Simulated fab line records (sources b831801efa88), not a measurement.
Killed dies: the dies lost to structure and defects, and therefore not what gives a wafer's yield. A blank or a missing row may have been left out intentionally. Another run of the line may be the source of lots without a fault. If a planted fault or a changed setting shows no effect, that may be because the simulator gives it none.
A lot that was struck, set against a sound lot -- flow sky130 -- 18 steps out of a route of 708
Sound: the wafers L598.3, L598.4, L598.5. Struck: wafers L608.2, L608.4, L608.5. The cause comes at the end.
Order at every step that has rows: each side's tool, ch and its chambers, its first start. Under that, the readings that differ: sound wafers -- struck wafers -- difference of the means -- sigmas: that difference in standard deviations of wafers without a fault.
alike: same words and numbers on both sides, and readings whose means sit less than 2 such deviations apart. not compared: any withheld reading, any reading some wafer has no value for, any bound like >300 that may hide the same value, and any number with overlapping values for which the record gives no deviation.
A row with sigmas, a row that says differs or no value, or rows on one side alone: a step with any of these is where the two part. Numbers that have no deviation but don't overlap get no sigmas and don't part them. A reading that every wafer of one side lacks parts them only if that side has two wafers or more.

first, 4 steps without rows for these wafers: SKY_VT_ADJUST_LVTN_SOFTBAKE_03; SKY_VT_ADJUST_LVTN_EXPOSE_04 (exposes mask NWM COMPLEMENT LESS NATIVE, target cd 840 nm); SKY_VT_ADJUST_LVTN_PEB_05; SKY_VT_ADJUST_LVTN_DEVELOP_06 (develop time 60 s).
SKY_VT_ADJUST_LVTN_OVL_MEAS_07:
  sound on overlay-02 at day 7 14:13; struck on overlay-02 at day 10 10:37
  alike: VT_ADJUST_LVTN_OVL
next, for these wafers, 1 step has no rows: SKY_VT_ADJUST_LVTN_IMPLANT_08.
SKY_VT_ADJUST_LVTN_STRIP_09: strips in O2/N2.
  sound on plasma-asher-04 ch 0,1, day 7 14:25; struck on plasma-asher-04 ch 0,1, day 10 10:47
  alike: drypump-motor-current-A, n2-flow-sccm, o2-flow-sccm, oes-product-au, strip-time-to-endpoint-s
  not compared: rf-hours-counter-h
SKY_VT_ADJUST_LVTN_TW_MEAS_10:
  sound on film-metro-04 at day 7 14:31; struck on film-metro-04 at day 10 10:54
  alike: VT_ADJUST_LVTN_TW
then, 4 steps without rows for these wafers: SKY_VT_ADJUST_LVTN_DEHYDRATE_11 (time 60 s); SKY_VT_ADJUST_LVTN_HMDS_12 (prime time 61.34 s); SKY_VT_ADJUST_LVTN_COAT_13 (resist thk 1140 nm); SKY_VT_ADJUST_LVTN_SOFTBAKE_14 (time 60 s).
SKY_VT_ADJUST_LVTN_EXPOSE_15: exposes mask HVN STD DERIVED, target cd 600 nm.
  sound on iline-stepper-02 ch 0, day 8 00:44; struck on iline-stepper-02 ch 0, day 10 21:47
reading,sound,struck,difference,sigmas
model.VT_ADJUST_LVTN.overlay-x-nm (nm),-0.3405 -0.3405 -0.3405,183.5 183.5 183.5,+183.8,
  alike: mask, focus-offset-nm, reticle-temp-C
then, 2 steps without rows for these wafers: SKY_VT_ADJUST_LVTN_PEB_16; SKY_VT_ADJUST_LVTN_DEVELOP_17 (develop time 60 s).
SKY_VT_ADJUST_LVTN_OVL_MEAS_18:
  sound on overlay-02 at day 8 09:55; struck on overlay-02 at day 11 08:45
reading,sound,struck,difference,sigmas
VT_ADJUST_LVTN_01_OVL (nm),-3.1 -2.1 -2.7,183.2 183.1 184.1,+186.1,+99 or more
then, 2 steps without rows for these wafers: SKY_VT_ADJUST_LVTN_IMPLANT_19; SKY_PAD_OPEN_PROBE_99.

WHERE THEY PART
SKY_VT_ADJUST_LVTN_OVL_MEAS_18 only, going by this record.

WHY: whatever the simulator had introduced
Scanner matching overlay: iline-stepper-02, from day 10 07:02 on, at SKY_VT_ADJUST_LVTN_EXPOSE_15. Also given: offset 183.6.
